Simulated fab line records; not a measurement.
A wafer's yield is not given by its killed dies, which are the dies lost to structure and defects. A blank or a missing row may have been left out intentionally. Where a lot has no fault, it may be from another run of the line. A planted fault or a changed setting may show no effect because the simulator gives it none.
Commonality check across tools -- flow gf180mcu -- Lots sampled 12, wafers sampled 36

REASON FOR OPENING
Of 12 lots, 2 have the reading POLY_GATE_OXIDATION_THK flagged at GF_POLY_GATE_THK_MEAS_17. Wafers without a fault read 4.03 nm, standard deviation 0.08.
Rule: a lot is flagged in two cases, either no wafer of it has a number, or all its wafers with numbers fall more than 4 standard deviations from that mean. The rest of the lots are taken to be sound.

lot,measured,on,"POLY_GATE_OXIDATION_THK (nm), wafer by wafer",flag
L800,day 9 06:58,filmMetro-03,4.14 4.11 4.09,
L803,day 10 03:01,filmMetro-04,3.97 3.92 4.04,
L804,day 10 10:48,filmMetro-01,4.10 4.10 4.20,
L805,day 10 14:23,filmMetro-04,3.96 4.03 3.90,
L806,day 11 01:10,filmMetro-01,4.11 4.11 4.08,
L807,day 11 07:19,filmMetro-04,4.03 4.05 4.11,
L808,day 11 14:48,filmMetro-01,3.98 3.96 3.93,
L810,day 12 09:02,filmMetro-03,4.03 4.02 3.97,
L814,day 13 15:57,filmMetro-04,5.93 5.83 5.87,FLAGGED
L816,day 14 05:59,filmMetro-04,5.93 5.90 5.94,FLAGGED
L820,day 15 06:46,filmMetro-03,4.08 4.05 4.09,
L822,day 15 23:13,filmMetro-04,3.92 4.00 3.98,
Average over the flagged lots: 5.90 nm; offset from the usual +1.87 nm, equal to +23 standard deviations.

WHICH TOOL RAN EACH LOT
The record keeps 1 process step preceding the reading, out of 602 steps on the route. Cell contents, in order: the tool; ch with the chambers the sampled wafers went through; the start.
lot,flag,GF_POLY_GATE_OXIDATION_16
L800,,"furnace-02 ch 0, day 9 05:43"
L803,,"furnace-02 ch 0, day 10 01:46"
L804,,"furnace-01 ch 0, day 10 09:32"
L805,,"furnace-02 ch 0, day 10 13:08"
L806,,"furnace-02 ch 0, day 10 23:55"
L807,,"furnace-01 ch 0, day 11 06:04"
L808,,"furnace-01 ch 0, day 11 13:33"
L810,,"furnace-01 ch 0, day 12 07:46"
L814,FLAGGED,"furnace-01 ch 0, day 13 14:42"
L816,FLAGGED,"furnace-01 ch 0, day 14 04:43"
L820,,"furnace-02 ch 0, day 15 05:31"
L822,,"furnace-02 ch 0, day 15 21:58"
These steps, and what they do:
- GF_POLY_GATE_OXIDATION_16: stabilise 600 s, purge 300 s, target thk 4 nm.
- GF_POLY_GATE_THK_MEAS_17

FLAGGED OVER TOTAL, TOOL BY TOOL (the gauges that took the reading come last)
step,tool,lots run,flagged,share of the flagged lots,sound lots run after its first flagged lot
GF_POLY_GATE_OXIDATION_16,furnace-01,6,2,all,0
GF_POLY_GATE_OXIDATION_16,furnace-02,6,0,none,-
GF_POLY_GATE_THK_MEAS_17,filmMetro-01,3,0,none,-
GF_POLY_GATE_THK_MEAS_17,filmMetro-03,3,0,none,-
GF_POLY_GATE_THK_MEAS_17,filmMetro-04,6,2,all,1 (L822)

WHAT THE TABLE PERMITS
2 rows of the table ran every flagged lot: furnace-01 at GF_POLY_GATE_OXIDATION_16, filmMetro-04 at GF_POLY_GATE_THK_MEAS_17.
- furnace-01 at GF_POLY_GATE_OXIDATION_16: 2 of its 6 lots flagged. Its last sound lot is L810 (day 12 07:46), its first flagged lot L814 (day 13 14:42): a fault that began between those two fits. Its own readings (spikeTcBottomC, spikeTcCentreC, spikeTcLowerC, spikeTcTopC, spikeTcUpperC, tubeCenterTempC, tube_center_temp_C_max) fall more than 4 standard deviations out on all wafers of the flagged lots.
- filmMetro-04 at GF_POLY_GATE_THK_MEAS_17: 2 of its 6 lots flagged. After the first flagged lot (L822), sound lots still ran on it; a lasting fault on the whole tool would not permit that.
What remains is a single tool, furnace-01 at GF_POLY_GATE_OXIDATION_16.

WHAT THE SIMULATOR HAD INSERTED
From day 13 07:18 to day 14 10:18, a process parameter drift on furnace-01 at GF_POLY_GATE_OXIDATION_16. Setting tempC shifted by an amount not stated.
Struck lots among those shown: L814, L816. The rule above found the same.
